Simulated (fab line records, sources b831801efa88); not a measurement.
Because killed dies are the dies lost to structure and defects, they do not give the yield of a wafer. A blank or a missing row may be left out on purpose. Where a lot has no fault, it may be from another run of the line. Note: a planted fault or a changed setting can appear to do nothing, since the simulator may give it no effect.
fab line records -- flow sky130
record: lots: 11, wafers: 33, lastDay: 50
route steps=708 shown SD_P@359 RES_XHIGH@360 LI_CONTACT@363 LOCAL_INTERCONNECT@387 PAD_OPEN@708
lots with no fault: from the same line, run without faults
startH: hours from the record's first day to the start of the lot's first wafer shown -- waitH: how many hours have passed since the lot's step before this one -- " unchanged from the row above -- L1.1+2: one row covering several wafers at once -- - value missing, or start not given -- * or withheld: withheld -- < > ~ a bound
route shown NAME@n: a module of which the file shows steps, and the number in the route of the first -- usual: mean and standard deviation over wafers with no fault -- same: alike in all rows -- chamber/n: place in a boat -- sites: each site's reading -- _std_site: standard deviation of those values -- _edge_site: inner sites' mean taken away from outer sites' mean -- radiusMm: how far each site lies from the wafer's centre -- mask NAME#n: copy n -- behind: tool/chamber where the wafer was last shaped -- hold: reason for holding the lot/hours on hold/outcome of the hold -- device: transistor that didn't switch, given as n, p or np -- end of line: the same wafers' tests at the end of the route -- for a step that has no rows: nothing shown but its recipe -- killed: count of dies lost to structure and defects at first sort (not the wafer's yield) -- map: the dies of a wafer, with x for killed, . for not killed, _ for no die there
set.NAME: the setting that was run; set.NAME@STEP: the one run at that earlier step -- model.NAME: the simulator's own value behind a step, which no gauge read
one table for each step of the route and one row for each wafer, over a sample of lots
services: from which hour (startH, from the record's first day; less than 0 if before it) a tool's chamber was out of use, for how many hours, and why
== steps ==
step: SKY_SD_N_RS_MEAS_17
recipe: thkMeasGauge: four-point-probe
usual: SD_P_RS: 147.1/0.37
lot.wafer,tool,chamber,startH,waitH,SD_P_RS[ohm/sq]
L931.2,filmMetro-03,-,649.79,0.1,147.1
L931.3,filmMetro-03,-,649.79,0.1,146.9
L931.6,filmMetro-03,-,649.79,0.1,146.8
L932.2,filmMetro-04,-,659.76,0.1,146.8
L932.3,filmMetro-04,-,659.76,0.1,146.8
L932.4,filmMetro-04,-,659.76,0.1,146.6
L933.2,filmMetro-01,-,672.29,0.1,147.0
L933.4,filmMetro-01,-,672.29,0.1,147.4
L933.5,filmMetro-01,-,672.29,0.1,147.5
L936.1,filmMetro-04,-,705.89,0.1,147.6
L936.3,filmMetro-04,-,705.89,0.1,146.6
L936.6,filmMetro-04,-,705.89,0.1,147.3
L938.2,filmMetro-01,-,728.50,0.1,147.3
L938.4,filmMetro-01,-,728.50,0.1,146.9
L938.5,filmMetro-01,-,728.50,0.1,147.1
L944.1,filmMetro-01,-,769.21,0.1,147.5
L944.2,filmMetro-01,-,769.21,0.1,147.2
L944.6,filmMetro-01,-,769.21,0.1,147.3
L946.1,filmMetro-04,-,778.79,0.1,147.0
L946.2,filmMetro-04,-,778.79,0.1,147.1
L946.5,filmMetro-04,-,778.79,0.1,147.5
L947.1,filmMetro-03,-,783.94,0.1,147.5
L947.2,filmMetro-03,-,783.94,0.1,146.9
L947.5,filmMetro-03,-,783.94,0.1,146.8
L950.1,filmMetro-04,-,806.84,0.1,146.6
L950.2,filmMetro-04,-,806.84,0.1,147.1
L950.6,filmMetro-04,-,806.84,0.1,147.2
L953.3,filmMetro-03,-,839.31,0.1,147.5
L953.4,filmMetro-03,-,839.31,0.1,147.1
L953.5,filmMetro-03,-,839.31,0.1,147.2
L952.1,filmMetro-04,-,839.92,0.1,146.6
L952.3,filmMetro-04,-,839.92,0.1,146.9
L952.5,filmMetro-04,-,839.92,0.1,147.0
step: SKY_SD_N_RS_MEAS_18
recipe: thkMeasGauge: four-point-probe
usual: RES_XHIGH_RS: 333.5/1.3
lot.wafer,tool,chamber,startH,waitH,RES_XHIGH_RS[ohm/sq]
L931.2,filmMetro-03,-,649.91,0.1,336.4
L931.3,filmMetro-03,-,649.91,0.1,335.8
L931.6,filmMetro-03,-,649.91,0.1,335.2
L932.2,filmMetro-04,-,659.88,0.1,335.4
L932.3,filmMetro-04,-,659.88,0.1,334.0
L932.4,filmMetro-04,-,659.88,0.1,334.4
L933.2,filmMetro-01,-,672.41,0.1,332.4
L933.4,filmMetro-01,-,672.41,0.1,332.9
L933.5,filmMetro-01,-,672.41,0.1,331.5
L936.1,filmMetro-04,-,706.01,0.1,335.4
L936.3,filmMetro-04,-,706.01,0.1,336.3
L936.6,filmMetro-04,-,706.01,0.1,334.6
L938.2,filmMetro-01,-,728.62,0.1,333.4
L938.4,filmMetro-01,-,728.62,0.1,333.0
L938.5,filmMetro-01,-,728.62,0.1,335.1
L944.1,filmMetro-01,-,769.33,0.1,332.0
L944.2,filmMetro-01,-,769.33,0.1,332.3
L944.6,filmMetro-01,-,769.33,0.1,333.3
L946.1,filmMetro-04,-,778.91,0.1,333.2
L946.2,filmMetro-04,-,778.91,0.1,332.3
L946.5,filmMetro-04,-,778.91,0.1,333.4
L947.1,filmMetro-03,-,784.06,0.1,333.8
L947.2,filmMetro-03,-,784.06,0.1,333.9
L947.5,filmMetro-03,-,784.06,0.1,333.0
L950.1,filmMetro-04,-,806.96,0.1,333.6
L950.2,filmMetro-04,-,806.96,0.1,334.0
L950.6,filmMetro-04,-,806.96,0.1,332.9
L953.3,filmMetro-03,-,839.43,0.1,332.0
L953.4,filmMetro-03,-,839.43,0.1,333.5
L953.5,filmMetro-03,-,839.43,0.1,332.9
L952.1,filmMetro-04,-,840.04,0.1,332.4
L952.3,filmMetro-04,-,840.04,0.1,332.8
L952.5,filmMetro-04,-,840.04,0.1,332.4
step: SKY_LI_CONTACT_THK_MEAS_01
recipe: reads: PSG_of_LI_CONTACT_HDPCVD_00
usual: LI_CONTACT_HDPCVD_THK: 929/11
lot.wafer,tool,chamber,startH,waitH,LI_CONTACT_HDPCVD_THK[nm]
L931.2,filmMetro-04,-,650.14,0.1,905
L931.3,filmMetro-04,-,650.14,0.1,940
L931.6,filmMetro-04,-,650.14,0.1,950
L932.2,filmMetro-03,-,660.11,0.1,936
L932.3,filmMetro-03,-,660.11,0.1,918
L932.4,filmMetro-03,-,660.11,0.1,931
L933.2,filmMetro-04,-,672.64,0.1,922
L933.4,filmMetro-04,-,672.64,0.1,955
L933.5,filmMetro-04,-,672.64,0.1,923
L936.1,filmMetro-01,-,706.25,0.1,926
L936.3,filmMetro-01,-,706.25,0.1,914
L936.6,filmMetro-01,-,706.25,0.1,900
L938.2,filmMetro-03,-,728.85,0.1,946
L938.4,filmMetro-03,-,728.85,0.1,939
L938.5,filmMetro-03,-,728.85,0.1,928
L944.1,filmMetro-01,-,769.57,0.1,939
L944.2,filmMetro-01,-,769.57,0.1,928
L944.6,filmMetro-01,-,769.57,0.1,928
L946.1,filmMetro-01,-,779.15,0.1,928
L946.2,filmMetro-01,-,779.15,0.1,912
L946.5,filmMetro-01,-,779.15,0.1,929
L947.1,filmMetro-04,-,784.30,0.1,932
L947.2,filmMetro-04,-,784.30,0.1,928
L947.5,filmMetro-04,-,784.30,0.1,935
L950.1,filmMetro-04,-,807.20,0.1,926
L950.2,filmMetro-04,-,807.20,0.1,926
L950.6,filmMetro-04,-,807.20,0.1,922
L953.3,filmMetro-01,-,839.65,0.1,920
L953.4,filmMetro-01,-,839.65,0.1,919
L953.5,filmMetro-01,-,839.65,0.1,920
L952.1,filmMetro-01,-,840.28,0.1,926
L952.3,filmMetro-01,-,840.28,0.1,922
L952.5,filmMetro-01,-,840.28,0.1,923
step: SKY_LOCAL_INTERCONNECT_SPUTTER_00
recipe: material: TiN, targetThkNm: 100, tempC: 300, powerW: 6500, timeS: 83.3, chamberPressurePa: 0.4
usual: throttleValvePct: 29.6/1.2
lot.wafer,tool,chamber,startH,waitH,throttleValvePct
L931.2,pvdSputter-04,-,680.24,0.2,30.8
L931.3,pvdSputter-04,-,680.24,0.2,28.5
L931.6,pvdSputter-04,-,680.24,0.2,30.7
L932.2,pvdSputter-04,-,689.26,0.2,28.7
L932.3,pvdSputter-04,-,689.26,0.2,30.2
L932.4,pvdSputter-04,-,689.26,0.2,30.9
L933.2,pvdSputter-01,-,702.57,0.2,28.2
L933.4,pvdSputter-01,-,702.57,0.2,31.2
L933.5,pvdSputter-01,-,702.57,0.2,30.9
L936.1,pvdSputter-04,-,737.97,0.2,28.6
L936.3,pvdSputter-04,-,737.97,0.2,31.1
L936.6,pvdSputter-04,-,737.97,0.2,30.7
L938.2,pvdSputter-01,-,759.04,0.2,28.1
L938.4,pvdSputter-01,-,759.04,0.2,31.8
L938.5,pvdSputter-01,-,759.04,0.2,29.2
L944.1,pvdSputter-04,-,798.24,0.1,30.9
L944.2,pvdSputter-04,-,798.24,0.1,30.3
L944.6,pvdSputter-04,-,798.24,0.1,30.7
L946.1,pvdSputter-04,-,807.46,0.1,30.6
L946.2,pvdSputter-04,-,807.46,0.1,31.0
L946.5,pvdSputter-04,-,807.46,0.1,30.9
L947.1,pvdSputter-04,-,812.06,0.2,31.0
L947.2,pvdSputter-04,-,812.06,0.2,30.2
L947.5,pvdSputter-04,-,812.06,0.2,30.7
L950.1,pvdSputter-02,-,835.64,0.2,29.0
L950.2,pvdSputter-02,-,835.64,0.2,29.2
L950.6,pvdSputter-02,-,835.64,0.2,28.1
L953.3,pvdSputter-02,-,867.98,0.2,29.3
L953.4,pvdSputter-02,-,867.98,0.2,28.5
L953.5,pvdSputter-02,-,867.98,0.2,28.2
L952.1,pvdSputter-01,-,868.29,0.1,28.2
L952.3,pvdSputter-01,-,868.29,0.1,31.7
L952.5,pvdSputter-01,-,868.29,0.1,28.3
step: SKY_LOCAL_INTERCONNECT_RS_MEAS_01
recipe: thkMeasGauge: four-point-probe, reads: TiN_of_LOCAL_INTERCONNECT_SPUTTER_00
usual: LOCAL_INTERCONNECT_TIN_RS: 14.19/0.18
lot.wafer,tool,chamber,startH,waitH,LOCAL_INTERCONNECT_TIN_RS[ohm/sq]
L931.2,filmMetro-02,-,680.33,0.1,14.35
L931.3,filmMetro-02,-,680.33,0.1,14.19
L931.6,filmMetro-02,-,680.33,0.1,13.92
L932.2,filmMetro-02,-,689.34,0.1,14.37
L932.3,filmMetro-02,-,689.34,0.1,14.16
L932.4,filmMetro-02,-,689.34,0.1,14.12
L933.2,filmMetro-01,-,702.65,0.1,14.16
L933.4,filmMetro-01,-,702.65,0.1,13.79
L933.5,filmMetro-01,-,702.65,0.1,13.72
L936.1,filmMetro-02,-,738.04,0.0,13.99
L936.3,filmMetro-02,-,738.04,0.0,13.80
L936.6,filmMetro-02,-,738.04,0.0,14.08
L938.2,filmMetro-02,-,759.13,0.1,14.43
L938.4,filmMetro-02,-,759.13,0.1,14.06
L938.5,filmMetro-02,-,759.13,0.1,14.17
L944.1,filmMetro-04,-,798.31,0.0,14.21
L944.2,filmMetro-04,-,798.31,0.0,14.31
L944.6,filmMetro-04,-,798.31,0.0,14.41
L946.1,filmMetro-01,-,807.52,0.0,11.07
L946.2,filmMetro-01,-,807.52,0.0,14.09
L946.5,filmMetro-01,-,807.52,0.0,14.11
L947.1,filmMetro-02,-,812.12,0.0,13.97
L947.2,filmMetro-02,-,812.12,0.0,14.31
L947.5,filmMetro-02,-,812.12,0.0,11.12
L950.1,filmMetro-04,-,835.70,0.0,13.82
L950.2,filmMetro-04,-,835.70,0.0,14.08
L950.6,filmMetro-04,-,835.70,0.0,14.04
L953.3,filmMetro-02,-,868.08,0.1,14.17
L953.4,filmMetro-02,-,868.08,0.1,14.22
L953.5,filmMetro-02,-,868.08,0.1,14.25
L952.1,filmMetro-01,-,868.35,0.0,14.48
L952.3,filmMetro-01,-,868.35,0.0,14.44
L952.5,filmMetro-01,-,868.35,0.0,14.69
step: SKY_LOCAL_INTERCONNECT_THK_MEAS_02
recipe: thkMeasGauge: xrf, reads: TiN_of_LOCAL_INTERCONNECT_SPUTTER_00
usual: LOCAL_INTERCONNECT_TIN_THK: 98.6/1.1
lot.wafer,tool,chamber,startH,waitH,LOCAL_INTERCONNECT_TIN_THK[nm]
L931.2,filmMetro-02,-,680.44,0.1,96.9
L931.3,filmMetro-02,-,680.44,0.1,98.0
L931.6,filmMetro-02,-,680.44,0.1,100.0
L932.2,filmMetro-02,-,689.45,0.1,96.7
L932.3,filmMetro-02,-,689.45,0.1,98.4
L932.4,filmMetro-02,-,689.45,0.1,98.8
L933.2,filmMetro-01,-,702.76,0.1,98.9
L933.4,filmMetro-01,-,702.76,0.1,101.4
L933.5,filmMetro-01,-,702.76,0.1,101.8
L936.1,filmMetro-02,-,738.16,0.1,99.8
L936.3,filmMetro-02,-,738.16,0.1,100.8
L936.6,filmMetro-02,-,738.16,0.1,99.2
L938.2,filmMetro-02,-,759.24,0.1,96.6
L938.4,filmMetro-02,-,759.24,0.1,99.3
L938.5,filmMetro-02,-,759.24,0.1,98.7
L944.1,filmMetro-04,-,798.43,0.1,98.6
L944.2,filmMetro-04,-,798.43,0.1,98.0
L944.6,filmMetro-04,-,798.43,0.1,97.7
L946.1,filmMetro-01,-,807.64,0.1,125.6
L946.2,filmMetro-01,-,807.64,0.1,99.8
L946.5,filmMetro-01,-,807.64,0.1,99.9
L947.1,filmMetro-02,-,812.24,0.1,98.9
L947.2,filmMetro-02,-,812.24,0.1,97.2
L947.5,filmMetro-02,-,812.24,0.1,123.3
L950.1,filmMetro-04,-,835.82,0.1,100.4
L950.2,filmMetro-04,-,835.82,0.1,98.6
L950.6,filmMetro-04,-,835.82,0.1,98.9
L953.3,filmMetro-02,-,868.18,0.1,98.6
L953.4,filmMetro-02,-,868.18,0.1,98.4
L953.5,filmMetro-02,-,868.18,0.1,98.3
L952.1,filmMetro-01,-,868.47,0.1,97.3
L952.3,filmMetro-01,-,868.47,0.1,97.4
L952.5,filmMetro-01,-,868.47,0.1,96.0
step: SKY_LOCAL_INTERCONNECT_METAL_ETCH_14
recipe: targetDepthNm: 110, stopOn: PSG, chemistry: Cl2/BCl3, target: TiN, resistSidewallDeg: 88, pressureMtorr: 10, icpW: 900, biasW: 48.5, Cl2_flow_sccm: 60, bcl3FlowSccm: 30, timeS: 30.26
usual: biasW: 48.50/0.15, drypumpMotorCurrentA: 5.9/0.44, oesProductAu: 0.960/0.0074, throttleValvePct: 21.888/0.01
lot.wafer,tool,chamber,startH,waitH,biasW,drypumpMotorCurrentA,oesProductAu,rfHoursCounterH,throttleValvePct
L931.2,rieMetal-04,0,709.44,0.0,48.46,6.1,0.950,2,21.886
L931.3,rieMetal-04,1,709.44,0.0,48.48,6.4,0.964,-,21.892
L931.6,rieMetal-04,0,709.44,0.0,48.37,6.2,0.971,-,21.881
L932.2,rieMetal-04,1,717.65,0.0,48.28,6.3,0.962,6,21.892
L932.3,rieMetal-04,0,717.65,0.0,48.24,6.2,0.957,-,21.881
L932.4,rieMetal-04,1,717.65,0.0,48.23,6.4,0.955,-,21.884
L933.2,rieMetal-02,1,731.57,0.0,48.37,5.8,0.952,12,21.891
L933.4,rieMetal-02,0,731.57,0.0,48.30,5.5,0.983,-,21.884
L933.5,rieMetal-02,1,731.57,0.0,48.41,5.8,0.973,-,21.886
L936.1,rieMetal-01,1,766.38,0.0,48.44,5.1,0.971,6,21.887
L936.3,rieMetal-01,0,766.38,0.0,48.31,5.9,0.973,-,21.868
L936.6,rieMetal-01,0,766.38,0.0,48.47,5.9,0.968,-,21.881
L938.2,rieMetal-04,0,786.20,0.0,48.38,6.2,0.953,5,21.906
L938.4,rieMetal-04,0,786.20,0.0,48.44,6.2,0.964,-,21.884
L938.5,rieMetal-04,1,786.20,0.0,48.58,6.4,0.955,-,21.874
L944.1,rieMetal-01,0,825.58,0.0,48.61,5.9,0.961,15,21.887
L944.2,rieMetal-01,1,825.58,0.0,48.44,5.1,0.958,8,21.891
L944.6,rieMetal-01,0,825.58,0.0,48.72,5.9,0.954,-,21.909
L946.1,rieMetal-04,1,834.30,0.0,48.69,6.4,0.978,10,21.880
L946.2,rieMetal-04,0,834.30,0.0,48.44,6.1,0.961,7,21.879
L946.5,rieMetal-04,1,834.30,0.0,48.70,6.4,0.952,-,21.868
L947.1,rieMetal-01,0,838.88,0.0,48.26,5.9,0.965,16,21.898
L947.2,rieMetal-01,1,838.88,0.0,48.38,5.1,0.966,9,21.890
L947.5,rieMetal-01,1,838.88,0.0,48.49,5.1,1.013,-,21.846
L950.1,rieMetal-04,1,862.81,0.0,48.43,6.3,0.968,11,21.890
L950.2,rieMetal-04,0,862.81,0.0,48.53,6.1,0.958,8,21.877
L950.6,rieMetal-04,0,862.81,0.0,48.71,6.2,0.969,-,21.872
L953.3,rieMetal-01,0,894.42,0.0,48.36,5.9,0.965,-,21.887
L953.4,rieMetal-01,1,894.42,0.0,48.58,5.1,0.960,-,21.872
L953.5,rieMetal-01,0,894.42,0.0,48.56,5.9,0.959,-,21.879
L952.1,rieMetal-02,1,894.99,0.0,48.47,5.8,0.955,18,21.911
L952.3,rieMetal-02,0,894.99,0.0,48.67,5.5,0.949,-,21.890
L952.5,rieMetal-02,0,894.99,0.0,48.63,5.5,0.944,-,21.908
step: SKY_PAD_OPEN_PROBE_99
usual: killed_at_M0_to_M3: 42/6.9, killed_at_M4_up: 3.2/1.7, killedAtContacts: 25/5.1, killedAtFrontEnd: 15/4.5, killedAtOther: 0.4/0.63, killedDies: 86/9.3, killedOnRim: 17/3.9, killedOpen: 46/7, killedShort: 39/6.9
same: grossDies: 492, killedAtBackSide: 0
lot.wafer,tool,chamber,startH,waitH,killed_at_M0_to_M3,killed_at_M4_up,killedAtContacts,killedAtFrontEnd,killedAtOther,killedDies,killedOnRim,killedOpen,killedShort
L932.2,prober-01,-,1087.45,0.1,35,2,28,20,0,85,17,44,41
L932.3,prober-01,-,1087.50,0.2,46,5,19,23,0,93,16,44,49
L932.4,prober-01,-,1087.55,0.2,35,5,22,15,0,77,13,42,35
L946.1,prober-02,-,1171.72,0.1,59,2,18,15,1,95,23,49,46
L946.2,prober-02,-,1171.77,0.1,43,4,28,16,1,92,16,45,47
L946.5,prober-02,-,1171.92,0.2,37,2,27,13,0,79,16,44,34
L947.1,prober-01,-,1173.59,0.1,45,1,17,19,1,83,16,51,32
L947.2,prober-01,-,1173.64,0.1,37,5,26,10,1,79,15,45,33
L947.5,prober-01,-,1173.79,0.2,49,2,27,9,0,87,19,39,47
L950.1,prober-02,-,1189.18,0.1,35,4,16,18,0,73,13,29,44
L950.2,prober-02,-,1189.23,0.1,45,7,19,17,0,88,17,38,50
L950.6,prober-02,-,1189.43,0.2,50,3,25,19,0,97,20,51,46
killed by level:class
L932.2 VIA1:geometricParticle:open=11 CONTACT:geometricParticle:open=10 METAL1:geometricParticle:short=9 LI_CONTACT:geometricParticle:open=9 LOCAL_INTERCONNECT:geometricParticle:short=6 FIELD_ISO:geometricParticle:short=5 FIELD_ISO:geometricParticle:open=5 POLY_GATE:geometricParticle:open=5
L932.3 VIA3:geometricParticle:open=10 FIELD_ISO:geometricParticle:short=9 METAL1:geometricParticle:short=8 VIA1:geometricParticle:open=8 CONTACT:geometricParticle:open=7 VIA2:geometricParticle:open=6 METAL4:geometricParticle:short=5 POLY_GATE:geometricParticle:open=4
L932.4 VIA1:geometricParticle:open=10 VIA3:geometricParticle:open=9 CONTACT:geometricParticle:open=8 LI_CONTACT:geometricParticle:open=6 POLY_GATE:geometricParticle:short=5 LOCAL_INTERCONNECT:geometricParticle:short=5 METAL1:geometricParticle:short=5 POLY_GATE:geometricParticle:open=4
L946.1 VIA1:geometricParticle:open=18 VIA3:geometricParticle:open=8 METAL2:geometricParticle:short=7 METAL1:geometricParticle:short=7 CONTACT:geometricParticle:open=6 LOCAL_INTERCONNECT:geometricParticle:short=5 VIA1:geometricParticle:short=5 FIELD_ISO:geometricParticle:short=4
L946.2 CONTACT:geometricParticle:open=9 VIA1:geometricParticle:open=8 FIELD_ISO:geometricParticle:short=6 VIA2:geometricParticle:open=6 VIA3:geometricParticle:open=6 POLY_GATE:geometricParticle:short=5 LI_CONTACT:geometricParticle:open=5 CONTACT:geometricParticle:short=5
L946.5 CONTACT:geometricParticle:open=16 VIA1:geometricParticle:open=10 METAL2:geometricParticle:short=9 METAL1:geometricParticle:short=6 CONTACT:geometricParticle:short=4 POLY_GATE:geometricParticle:open=4 LOCAL_INTERCONNECT:geometricParticle:short=4 SONOS_ONO:geometricParticle:open=3
L947.1 VIA1:geometricParticle:open=8 VIA2:geometricParticle:open=8 FIELD_ISO:geometricParticle:short=7 VIA3:geometricParticle:open=7 CONTACT:geometricParticle:open=7 FIELD_ISO:geometricParticle:open=5 LI_CONTACT:geometricParticle:open=5 METAL1:geometricParticle:short=5
L947.2 CONTACT:geometricParticle:open=12 LOCAL_INTERCONNECT:geometricParticle:short=9 VIA1:geometricParticle:open=7 VIA2:geometricParticle:open=7 METAL2:geometricParticle:short=5 VIA1:geometricParticle:short=5 VIA3:geometricParticle:open=5 FIELD_ISO:geometricParticle:open=3
L947.5 VIA2:geometricParticle:open=12 LOCAL_INTERCONNECT:geometricParticle:short=9 VIA1:geometricParticle:open=9 METAL2:geometricParticle:short=6 METAL3:geometricParticle:short=6 LI_CONTACT:geometricParticle:open=5 CONTACT:geometricParticle:open=5 VIA1:geometricParticle:short=5
L950.1 FIELD_ISO:geometricParticle:short=7 LI_CONTACT:geometricParticle:open=6 METAL1:geometricParticle:short=6 VIA1:geometricParticle:open=5 VIA1:geometricParticle:short=5 VIA2:geometricParticle:open=5 LOCAL_INTERCONNECT:geometricParticle:short=4 CONTACT:geometricParticle:open=4
L950.2 VIA1:geometricParticle:open=8 VIA2:geometricParticle:open=8 FIELD_ISO:geometricParticle:short=7 METAL1:geometricParticle:short=6 FIELD_ISO:geometricParticle:open=5 LOCAL_INTERCONNECT:geometricParticle:short=5 VIA1:geometricParticle:short=5 METAL2:geometricParticle:short=5
L950.6 VIA2:geometricParticle:open=14 VIA1:geometricParticle:open=9 CONTACT:geometricParticle:short=8 POLY_GATE:geometricParticle:short=7 METAL2:geometricParticle:short=6 CONTACT:geometricParticle:open=5 LI_CONTACT:geometricParticle:open=5 VIA3:geometricParticle:short=5
== services ==
tool,chamber,startH,hours,kind
rieMetal-02,0,661.89,9.1,repair
rieMetal-04,1,667.84,4.8,repair
rieMetal-02,0,675.79,12.0,repair
pvdSputter-04,-,699.35,7.9,repair
pvdSputter-04,2,707.27,-,consumableReplace:kit
pvdSputter-04,2,707.27,18.0,scheduledDown
pvdSputter-04,2,707.27,18.0,ventCycle
pvdSputter-01,-,714.41,0.7,repair
pvdSputter-02,-,760.52,4.8,repair
pvdSputter-01,-,761.43,2.8,repair
pvdSputter-02,2,786.30,-,consumableReplace:kit
pvdSputter-02,2,786.30,18.0,scheduledDown
pvdSputter-02,2,786.30,18.0,ventCycle
pvdSputter-01,-,796.74,4.7,repair
rieMetal-01,-,817.47,0.8,repair
rieMetal-04,1,866.54,3.6,repair
rieMetal-02,-,870.71,1.4,pm
rieMetal-04,1,891.65,6.7,repair
== key ==
firstSign: step: SKY_LOCAL_INTERCONNECT_RS_MEAS_01, reading: LOCAL_INTERCONNECT_TIN_RS, direction: down, sigmas: 17, usual: 14.19, struck: 11.10
effect: step: SKY_LOCAL_INTERCONNECT_THK_MEAS_02, reading: LOCAL_INTERCONNECT_TIN_THK, direction: up, sigmas: 23, usual: 98.6, struck: 124.5
effect: step: SKY_LOCAL_INTERCONNECT_METAL_ETCH_14, reading: oesProductAu, direction: up, sigmas: 4.9, usual: 0.960, struck: 0.996
metAt SKY_LOCAL_INTERCONNECT_SPUTTER_00
struckLots L946,L947
struckWafers L946.1,L947.5
testerLeftOut L946,L947
notActingAt SKY_SD_N_RS_MEAS_17,SKY_SD_N_RS_MEAS_18,SKY_LI_CONTACT_THK_MEAS_01
onsetBetween 798.24 807.46
fault: kind: processParameterDrift, tool: pvdSputter-04, chamber: -, onsetH: 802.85, steps: SKY_LOCAL_INTERCONNECT_SPUTTER_00, channel: targetThkNm, offset: 26.967, shape: step, endH: 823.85, actsIn: theseRecipesOnly, stated: 100, scope: struckWafersOnly
testerLeftOut: of these lots the tester's yield and bins aren't shown, on N5 and GAA mostly nor the transistor test; their killed dies are dies lost to structure and defects alone, not to doping, threshold or leakage, so they don't give the yield
